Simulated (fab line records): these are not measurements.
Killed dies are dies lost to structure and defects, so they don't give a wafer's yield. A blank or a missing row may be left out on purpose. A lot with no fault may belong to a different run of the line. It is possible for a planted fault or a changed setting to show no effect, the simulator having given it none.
fab line records | flow sky130
[record] lots = 6 | wafers = 18 | lastDay = 50
route steps=708 shown VIA3@589 METAL4@598
lots that met no fault: taken from a fault-free run of the same line
startH: the number of hours between the record's first day and the start of the first shown wafer of the lot | waitH: hours since the lot's step before | " unchanged from the row above | L1.1+2: a single row standing in for several wafers | - value missing, or start not given | * or withheld: withheld | < > ~ a bound
route shown NAME@n: NAME is a module with steps in the file, n the number in the route of the first one | usual: average and standard deviation across the fault-free wafers | same: alike in all rows | chamber/n: place in a boat | sites: each site's reading | _std_site: how widely they spread, as a standard deviation | _edge_site: inner sites' mean taken away from outer sites' mean | radiusMm: for every site, how far away it sits from the centre of the wafer | mask NAME#n: copy n | behind: the tool/chamber that last shaped the wafer | hold: the reason the lot was held/the length of the hold in hours/how it ended | device: the transistor (n, p or np) that didn't switch | end of line: the same wafers' tests at the end of the route | a step given without rows: its recipe and nothing more | killed: dies that structure and defects cost at the first sort, which is not the same as the wafer's yield | map: shows each die of a wafer: x if killed, . if not, _ if none is there
set.NAME: the setting that was run; set.NAME@STEP: the one run at that earlier step | model.NAME: the simulator's own value behind a step, which no gauge read
lots seen at some steps along the route; tables by step, rows by wafer
services: from which hour (startH, from the record's first day; less than 0 if before it) a tool's chamber was out of use, for how many hours, and why
[[steps]]
[step SKY_VIA3_STRIP_16]
[recipe] chemistry = O2/N2 | powerW = 1400 | pressureMtorr = 1500 | platenTempC = withheld | o2FlowSccm = 3000 | n2FlowSccm = 300 | overashFraction = 0.5
[usual] drypumpMotorCurrentA = 5.6/0.3 | oesProductAu = 0.402/0.0047 | stripTimeToEndpointS = 4.126/0.019
lot.wafer | tool           | chamber | startH  | waitH | drypumpMotorCurrentA | oesProductAu | rfHoursCounterH | stripTimeToEndpointS
L846.1    | plasmaAsher-03 | 1       | 920.95  | 0.0   | 5.3                  | 0.399        | 18              | 4.137
L846.4    | "              | 0       | "       | "     | 5.7                  | 0.401        | -               | 4.118
L846.5    | "              | 0       | "       | "     | 5.7                  | 0.401        | -               | 4.151
L851.1    | plasmaAsher-01 | 1       | 962.40  | 0.0   | 5.5                  | 0.397        | 52              | 4.117
L851.2    | "              | 0       | "       | "     | 5.3                  | 0.404        | 52              | 4.145
L851.3    | "              | 1       | "       | "     | 5.5                  | 0.404        | -               | 4.126
L856.1    | plasmaAsher-04 | 0       | 1001.97 | 0.0   | 5.6                  | 0.393        | 117             | 4.103
L856.2    | "              | 1       | "       | "     | 6.3                  | 0.393        | 117             | 4.119
L856.3    | "              | 1       | "       | "     | 6.4                  | 0.407        | -               | 4.096
L864.2    | plasmaAsher-01 | 0       | 1049.10 | 0.0   | 5.4                  | 0.400        | 60              | 4.127
L864.4    | "              | 1       | "       | "     | 5.5                  | 0.404        | -               | 4.152
L864.5    | "              | 1       | "       | "     | 5.5                  | 0.406        | -               | 4.122
L863.2    | plasmaAsher-01 | 1       | 1051.86 | 0.0   | 5.5                  | 0.395        | 60              | 4.092
L863.3    | "              | 0       | "       | "     | 5.3                  | 0.409        | -               | 4.122
L863.5    | "              | 1       | "       | "     | 5.5                  | 0.396        | -               | 4.106
L869.1    | plasmaAsher-01 | 1       | 1075.17 | 0.0   | 5.5                  | 0.404        | 63              | 4.141
L869.3    | "              | 1       | "       | "     | 5.5                  | 0.396        | -               | 4.149
L869.5    | "              | 1       | "       | "     | 5.5                  | 0.403        | -               | 4.113
[step SKY_VIA3_STRIP_17]
[recipe] chemistry = postEtchResidueRemover | timeS = 1200 | tempC = 72.5
[step SKY_VIA3_CLEAN_18]
[recipe] chemistry = IPA | timeS = 180 | tempC = 25
[step SKY_VIA3_CLEAN_19]
[recipe] chemistry = O3/DIW | dry = n2Spin
[step SKY_VIA3_SPUTTER_20]
[recipe] material = TiN | targetThkNm = 20 | chamberPressurePa = 5 | powerW = 4000 | timeS = 80
[usual] cathodeDcPowerW = 4000.0/0.69 | chamberPressurePa = 5.000/0.0094 | throttleValvePct = 30.1/1.2
[same] timeS = 80
lot.wafer | tool          | chamber | startH  | waitH | cathodeDcPowerW | chamberPressurePa | throttleValvePct
L846.1    | pvdSputter-01 | -       | 921.54  | 0.0   | 4000.0          | 4.997             | 31.5
L846.4    | "             | -       | "       | "     | 4000.0          | 5.000             | 30.0
L846.5    | "             | -       | "       | "     | 4001.0          | 5.004             | 31.2
L851.1    | pvdSputter-04 | -       | 962.99  | 0.0   | 4000.9          | 4.992             | 29.8
L851.2    | "             | -       | "       | "     | 3999.7          | 4.996             | 30.6
L851.3    | "             | -       | "       | "     | 3999.9          | 4.976             | 30.6
L856.1    | pvdSputter-03 | -       | 1002.56 | 0.0   | 3999.9          | 4.992             | 30.8
L856.2    | "             | -       | "       | "     | 3999.6          | 5.003             | 30.2
L856.3    | "             | -       | "       | "     | 3999.7          | 4.998             | 30.1
L864.2    | pvdSputter-01 | -       | 1049.69 | 0.0   | 4000.8          | 5.004             | 32.1
L864.4    | "             | -       | "       | "     | 4000.5          | 5.010             | 27.5
L864.5    | "             | -       | "       | "     | 3999.7          | 4.985             | 27.9
L863.2    | pvdSputter-04 | -       | 1052.45 | 0.0   | 4000.3          | 4.992             | 30.6
L863.3    | "             | -       | "       | "     | 3999.4          | 5.004             | 29.8
L863.5    | "             | -       | "       | "     | 4000.3          | 4.988             | 30.7
L869.1    | pvdSputter-01 | -       | 1075.77 | 0.0   | 3999.2          | 4.997             | 32.1
L869.3    | "             | -       | "       | "     | 4000.3          | 5.000             | 30.4
L869.5    | "             | -       | "       | "     | 3999.9          | 4.991             | 31.3
[step SKY_VIA3_CVD_21]
[recipe] material = W | targetThkNm = 390 | timeS = 117.31 | tempC = 400 | pressureTorr = 40
[step SKY_VIA3_RS_MEAS_22]
[recipe] thkMeasGauge = four-point-probe | reads = W_of_VIA3_CVD_21+TiN_of_VIA3_SPUTTER_20
[usual] VIA3_W_RS = 0.2935/0.0029
lot.wafer | tool         | chamber | startH  | waitH | VIA3_W_RS[ohm/sq]
L846.1    | filmMetro-03 | -       | 921.72  | 0.1   | 0.2931
L846.4    | "            | -       | "       | "     | 0.2938
L846.5    | "            | -       | "       | "     | 0.2945
L851.1    | filmMetro-02 | -       | 963.17  | 0.1   | 0.2948
L851.2    | "            | -       | "       | "     | 0.2963
L851.3    | "            | -       | "       | "     | 0.2964
L856.1    | filmMetro-02 | -       | 1002.74 | 0.1   | 0.2953
L856.2    | "            | -       | "       | "     | 0.2906
L856.3    | "            | -       | "       | "     | 0.2963
L864.2    | filmMetro-02 | -       | 1049.90 | 0.1   | 0.2872
L864.4    | "            | -       | "       | "     | 0.2906
L864.5    | "            | -       | "       | "     | 0.2895
L863.2    | filmMetro-02 | -       | 1052.66 | 0.1   | 0.2915
L863.3    | "            | -       | "       | "     | 0.2902
L863.5    | "            | -       | "       | "     | 0.2906
L869.1    | filmMetro-03 | -       | 1075.95 | 0.1   | 0.2927
L869.3    | "            | -       | "       | "     | 0.2941
L869.5    | "            | -       | "       | "     | 0.2950
[step SKY_VIA3_THK_MEAS_23]
[recipe] thkMeasGauge = xrf | reads = W_of_VIA3_CVD_21
[usual] VIA3_W_THK = 401/5.1
lot.wafer | tool         | chamber | startH  | waitH | VIA3_W_THK[nm]
L846.1    | filmMetro-03 | -       | 921.84  | 0.1   | 406
L846.4    | "            | -       | "       | "     | 404
L846.5    | "            | -       | "       | "     | 401
L851.1    | filmMetro-02 | -       | 963.29  | 0.1   | 397
L851.2    | "            | -       | "       | "     | 398
L851.3    | "            | -       | "       | "     | 397
L856.1    | filmMetro-02 | -       | 1002.86 | 0.1   | 401
L856.2    | "            | -       | "       | "     | 408
L856.3    | "            | -       | "       | "     | 399
L864.2    | filmMetro-02 | -       | 1050.01 | 0.1   | 411
L864.4    | "            | -       | "       | "     | 408
L864.5    | "            | -       | "       | "     | 408
L863.2    | filmMetro-02 | -       | 1052.77 | 0.1   | 404
L863.3    | "            | -       | "       | "     | 413
L863.5    | "            | -       | "       | "     | 411
L869.1    | filmMetro-03 | -       | 1076.07 | 0.1   | 403
L869.3    | "            | -       | "       | "     | 404
L869.5    | "            | -       | "       | "     | 401
[step SKY_VIA3_CMP_24]
[recipe] stopOn = SiO2 | tOverpolishS = 20 | downForcePsi = 3.5 | platenRpm = 60 | targetThkNm = 0 | padVelocityMS = 0.94248
[step SKY_METAL4_SPUTTER_00]
[recipe] material = Ti | targetThkNm = 15 | powerW = 3000 | timeS = 10 | chamberPressurePa = 0.4
[step SKY_METAL4_SPUTTER_01]
[recipe] material = TiN | targetThkNm = 20 | powerW = 6500 | timeS = 16.7 | chamberPressurePa = 0.3942
[usual] cathodeDcPowerW = 6499.9/1.2 | chamberPressurePa = 0.3941/0.00081 | throttleValvePct = 30.0/1.5
[same] timeS = 16.7
lot.wafer | tool          | chamber | startH  | waitH | cathodeDcPowerW | chamberPressurePa | throttleValvePct
L846.1    | pvdSputter-02 | -       | 922.23  | 0.0   | 6499.6          | 0.3933            | 27.9
L846.4    | "             | -       | "       | "     | 6499.9          | 0.3959            | 30.5
L846.5    | "             | -       | "       | "     | 6499.8          | 0.3949            | 30.7
L851.1    | pvdSputter-01 | -       | 963.68  | 0.0   | 6498.8          | 0.3937            | 32.1
L851.2    | "             | -       | "       | "     | 6501.3          | 0.3936            | 29.8
L851.3    | "             | -       | "       | "     | 6499.7          | 0.3930            | 31.2
L856.1    | pvdSputter-02 | -       | 1003.25 | 0.0   | 6497.7          | 0.3927            | 27.7
L856.2    | "             | -       | "       | "     | 6495.9          | 0.3941            | 31.4
L856.3    | "             | -       | "       | "     | 6499.6          | 0.3948            | 30.8
L864.2    | pvdSputter-02 | -       | 1050.38 | 0.0   | 6498.8          | 0.3947            | 27.7
L864.4    | "             | -       | "       | "     | 6499.4          | 0.3949            | 30.4
L864.5    | "             | -       | "       | "     | 6501.0          | 0.3949            | 28.0
L863.2    | pvdSputter-02 | -       | 1053.17 | 0.0   | 6499.4          | 0.3943            | 30.6
L863.3    | "             | -       | "       | "     | 6501.1          | 0.3945            | 29.3
L863.5    | "             | -       | "       | "     | 6499.6          | 0.3949            | 30.6
L869.1    | pvdSputter-02 | -       | 1076.45 | 0.0   | 6500.8          | 0.3943            | 31.5
L869.3    | "             | -       | "       | "     | 6499.2          | 0.3932            | 27.9
L869.5    | "             | -       | "       | "     | 6499.6          | 0.3946            | 30.7
[step SKY_METAL4_SPUTTER_02]
[recipe] material = AlCu | targetThkNm = 735 | powerW = 10600 | timeS = 39.1 | chamberPressurePa = 0.4
[usual] cathodeDcPowerW = 10600/2.3 | chamberPressurePa = 0.4001/0.00077 | throttleValvePct = 30.0/1.5
[same] timeS = 39.1
lot.wafer | tool          | chamber | startH  | waitH | cathodeDcPowerW | chamberPressurePa | throttleValvePct
L846.1    | pvdSputter-02 | -       | 922.25  | 0.0   | 10601           | 0.4001            | 28.0
L846.4    | "             | -       | "       | "     | 10599           | 0.4000            | 30.2
L846.5    | "             | -       | "       | "     | 10600           | 0.4001            | 30.8
L851.1    | pvdSputter-01 | -       | 963.70  | 0.0   | 10600           | 0.4009            | 32.0
L851.2    | "             | -       | "       | "     | 10600           | 0.4005            | 29.9
L851.3    | "             | -       | "       | "     | 10600           | 0.4006            | 31.3
L856.1    | pvdSputter-02 | -       | 1003.27 | 0.0   | 10603           | 0.3991            | 27.7
L856.2    | "             | -       | "       | "     | 10598           | 0.3997            | 31.7
L856.3    | "             | -       | "       | "     | 10599           | 0.4001            | 30.7
L864.2    | pvdSputter-02 | -       | 1050.40 | 0.0   | 10598           | 0.3993            | 27.8
L864.4    | "             | -       | "       | "     | 10602           | 0.4013            | 30.7
L864.5    | "             | -       | "       | "     | 10599           | 0.4011            | 27.9
L863.2    | pvdSputter-02 | -       | 1053.20 | 0.0   | 10597           | 0.4007            | 30.5
L863.3    | "             | -       | "       | "     | 10601           | 0.3982            | 29.2
L863.5    | "             | -       | "       | "     | 10601           | 0.3995            | 30.5
L869.1    | pvdSputter-02 | -       | 1076.48 | 0.0   | 10603           | 0.3997            | 31.6
L869.3    | "             | -       | "       | "     | 10606           | 0.3999            | 27.7
L869.5    | "             | -       | "       | "     | 10601           | 0.3999            | 30.6
[step SKY_METAL4_SPUTTER_03]
[recipe] material = Ti | targetThkNm = 5 | powerW = 3000 | timeS = 3.3 | chamberPressurePa = 0.4
[usual] cathodeDcPowerW = 3000.0/0.54 | chamberPressurePa = 0.4000/0.00078 | throttleValvePct = 30.0/1.5 | timeS = 3.3/0
lot.wafer | tool          | chamber | startH  | waitH | cathodeDcPowerW | chamberPressurePa | throttleValvePct | timeS
L846.1    | pvdSputter-02 | -       | 922.29  | 0.0   | 3000.2          | 0.3992            | 27.9             | 3.3
L846.4    | "             | -       | "       | "     | 2999.7          | 0.4002            | 30.4             | 3.3
L846.5    | "             | -       | "       | "     | 2998.8          | 0.4003            | 30.7             | 3.3
L851.1    | pvdSputter-01 | -       | 963.74  | 0.0   | 2999.5          | 0.4011            | 31.9             | 3.3
L851.2    | "             | -       | "       | "     | 2999.1          | 0.4017            | 29.8             | 3.3
L851.3    | "             | -       | "       | "     | 3000.6          | 0.4005            | 31.4             | 3.3
L856.1    | pvdSputter-02 | -       | 1003.31 | 0.0   | 2999.5          | 0.3998            | 27.6             | 3.3
L856.2    | "             | -       | "       | "     | 2999.6          | 0.3999            | 31.5             | 3.3
L856.3    | "             | -       | "       | "     | 3000.9          | 0.4003            | 30.6             | 3.3
L864.2    | pvdSputter-02 | -       | 1050.44 | 0.0   | -               | -                 | -                | -
L864.4    | "             | -       | "       | "     | -               | -                 | -                | -
L864.5    | "             | -       | "       | "     | -               | -                 | -                | -
L863.2    | pvdSputter-02 | -       | 1053.24 | 0.0   | -               | -                 | -                | -
L863.3    | "             | -       | "       | "     | -               | -                 | -                | -
L863.5    | "             | -       | "       | "     | -               | -                 | -                | -
L869.1    | pvdSputter-02 | -       | 1076.52 | 0.0   | 2999.5          | 0.4005            | 31.5             | 3.3
L869.3    | "             | -       | "       | "     | 3000.2          | 0.3987            | 27.7             | 3.3
L869.5    | "             | -       | "       | "     | 3000.0          | 0.3995            | 30.5             | 3.3
[step SKY_METAL4_SPUTTER_04]
[recipe] material = TiN | targetThkNm = 70 | powerW = 6500 | timeS = 58.3 | chamberPressurePa = 0.4
[usual] cathodeDcPowerW = 6500.0/1.2 | chamberPressurePa = 0.4000/0.00073 | throttleValvePct = 30.0/1.5
[same] timeS = 58.3
lot.wafer | tool          | chamber | startH  | waitH | cathodeDcPowerW | chamberPressurePa | throttleValvePct
L846.1    | pvdSputter-02 | -       | 922.31  | 0.0   | 6501.2          | 0.4003            | 27.6
L846.4    | "             | -       | "       | "     | 6500.2          | 0.3999            | 30.3
L846.5    | "             | -       | "       | "     | 6501.5          | 0.4011            | 30.7
L851.1    | pvdSputter-01 | -       | 963.76  | 0.0   | 6499.6          | 0.3992            | 31.6
L851.2    | "             | -       | "       | "     | 6500.9          | 0.3995            | 29.9
L851.3    | "             | -       | "       | "     | 6500.3          | 0.4000            | 31.4
L856.1    | pvdSputter-02 | -       | 1003.33 | 0.0   | 6498.6          | 0.3998            | 28.0
L856.2    | "             | -       | "       | "     | 6500.4          | 0.4001            | 31.2
L856.3    | "             | -       | "       | "     | 6501.1          | 0.4012            | 30.5
L864.2    | pvdSputter-02 | -       | 1050.46 | 0.0   | 6500.6          | 0.4003            | 27.6
L864.4    | "             | -       | "       | "     | 6500.9          | 0.3998            | 30.4
L864.5    | "             | -       | "       | "     | 6500.4          | 0.3996            | 27.4
L863.2    | pvdSputter-02 | -       | 1053.26 | 0.0   | 6499.5          | 0.4003            | 30.6
L863.3    | "             | -       | "       | "     | 6498.6          | 0.4002            | 29.3
L863.5    | "             | -       | "       | "     | 6499.7          | 0.4001            | 30.8
L869.1    | pvdSputter-02 | -       | 1076.53 | 0.0   | 6499.9          | 0.4006            | 31.5
L869.3    | "             | -       | "       | "     | 6498.4          | 0.4009            | 28.0
L869.5    | "             | -       | "       | "     | 6500.5          | 0.3997            | 30.8
[[services]]
tool           | chamber | startH  | hours | kind
pvdSputter-02  | -       | 903.76  | 0.9   | repair
plasmaAsher-03 | -       | 904.30  | 2.8   | pm
pvdSputter-03  | -       | 911.61  | 21.2  | repair
pvdSputter-01  | -       | 914.43  | 2.3   | repair
plasmaAsher-03 | -       | 949.34  | 4.0   | pm
pvdSputter-01  | -       | 993.96  | 13.2  | repair
plasmaAsher-04 | -       | 1018.18 | 0.6   | repair
pvdSputter-02  | -       | 1018.58 | 2.1   | repair
plasmaAsher-01 | -       | 1044.02 | 2.3   | repair
plasmaAsher-04 | -       | 1055.25 | 9.0   | pm
plasmaAsher-04 | 0       | 1055.25 | 9.0   | ventCycle
plasmaAsher-04 | 1       | 1055.25 | 9.0   | ventCycle
plasmaAsher-04 | 0       | 1064.25 | -     | clean
plasmaAsher-04 | 1       | 1064.25 | -     | clean
plasmaAsher-01 | -       | 1070.74 | 0.4   | repair
[[key]]
[firstSign] step = SKY_METAL4_SPUTTER_03 | reading = toolRecord | direction = missing
effect none on later readings
metAt SKY_METAL4_SPUTTER_03
struckWafers L863.2,L863.3,L863.5,L864.2,L864.4,L864.5
laterRowsLeftOut L863.2,L863.3,L863.5,L864.2,L864.4,L864.5
sortLeftOut L863.2,L863.3,L863.5,L864.2,L864.4,L864.5
onsetBetween 1003.31 1050.44
[fault] kind = skippedStepWhole | tool = pvdSputter-02 | chamber = - | onsetH = 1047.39 | steps = SKY_METAL4_SPUTTER_03 | scope = struckLotsOnly
// sortLeftOut: the simulated sort isn't trusted on such a fault, so these wafers' sort isn't shown, and their yield isn't known
// laterRowsLeftOut: the simulator's readings of these wafers behind a module that went badly wrong aren't trusted and aren't shown, but for the sort
